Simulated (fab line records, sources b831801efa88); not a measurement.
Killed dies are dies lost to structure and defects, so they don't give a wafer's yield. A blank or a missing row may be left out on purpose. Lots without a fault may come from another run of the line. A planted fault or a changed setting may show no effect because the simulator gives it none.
A struck lot beside a sound one | flow sfq_line | 13 steps out of a route of 325
Sound: wafers L145.1, L145.5, L145.6. Struck: wafers L151.1, L151.2, L151.4. The cause comes at the end.
At each step with rows: each side's tool, then ch and its chambers, then its first start. Under that, the readings that differ: sound wafers | struck wafers | difference of the means | sigmas: that difference in standard deviations of wafers without a fault.
alike: readings whose means differ by less than 2 such deviations, and words and numbers that are the same on both sides. not compared: withheld readings, readings that some wafer has no value for, bounds like >300 that may hide the same value, and numbers for which the record gives no deviation and whose values overlap.
The two part at a step that has a row with sigmas, a row that says differs or no value, or rows on one side only. Numbers that don't overlap but have no deviation are shown without sigmas and don't part them. A reading that every wafer of one side lacks parts them only if that side has two wafers or more.

first, 1 step without rows for these wafers: SFQ_TRILAYER_M1_DEP_PRE_CLEAN_038 (time 22.5 s).
SFQ_TRILAYER_M1_DEP_SPUTTER_037: material Nb, target thk 200 nm, time 133.3 s.
  sound on pvd_sputter-04, day 13 15:59; struck on pvd_sputter-04, day 16 11:22
  alike: substrate_temp_c, throttle_valve_pct
SFQ_M1_RS_MEAS_909: measures by four-point-probe.
  sound on film_metro-01, day 13 16:05; struck on film_metro-01, day 16 11:27
  alike: M1_NB_RS
then, 6 steps without rows for these wafers: SFQ_TRILAYER_M1_LITHO_COAT_044 (resist thk 62 nm); SFQ_TRILAYER_M1_LITHO_COAT_039 (resist thk 600 nm); SFQ_TRILAYER_M1_LITHO_SOFTBAKE_043; SFQ_TRILAYER_M1_LITHO_EXPOSE_040 (exposes mask M1, target cd 500 nm); SFQ_TRILAYER_M1_LITHO_PEB_042 (peb time 60 s); SFQ_TRILAYER_M1_LITHO_DEVELOP_041 (time 60 s).
SFQ_M1_OVL_MEAS_911:
  sound on overlay-01, day 13 18:42; struck on overlay-02, day 16 16:20
  alike: M1_OVL
SFQ_TRILAYER_M1_BARC_OPEN_METAL_ETCH_054: etches BARC in O2, target depth 125 nm, time 41.7 s.
  sound on rie_metal-03 ch 0,1, day 13 18:44; struck on rie_metal-03 ch 0,1, day 16 16:22
  alike: bias_w, drypump_motor_current_A, oes_product_au
  not compared: rf_hours_counter_h
SFQ_TRILAYER_M1_ETCH_METAL_ETCH_042: etches Nb in Cl2/Ar, stops on SiO2, target depth 240 nm, time 120 s.
  sound on rie_metal-03 ch 0,1, day 13 18:47; struck on rie_metal-03 ch 0,1, day 16 16:26
  reading    | sound             | struck            | difference | sigmas
  bias_w (W) | 79.71 80.05 79.68 | 83.44 83.65 83.58 | +3.74      | +17
  alike: drypump_motor_current_A, oes_product_au
  not compared: rf_hours_counter_h
SFQ_TRILAYER_M1_STRIP_STRIP_043: strips in O2.
  sound on rie_metal-03 ch 0,1, day 13 18:55; struck on rie_metal-03 ch 0,1, day 16 16:34
  alike: drypump_motor_current_A, oes_product_au
  not compared: rf_hours_counter_h

WHERE THEY PART
Only at SFQ_TRILAYER_M1_ETCH_METAL_ETCH_042, within this record. Later steps at which nothing parts them and some readings are alike: SFQ_TRILAYER_M1_STRIP_STRIP_043.

WHY: what the simulator had put in
Process parameter drift: rie_metal-03, from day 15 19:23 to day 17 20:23, at SFQ_TRILAYER_M1_ETCH_METAL_ETCH_042. Setting bias_w, moved by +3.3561, from 80. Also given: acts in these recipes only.
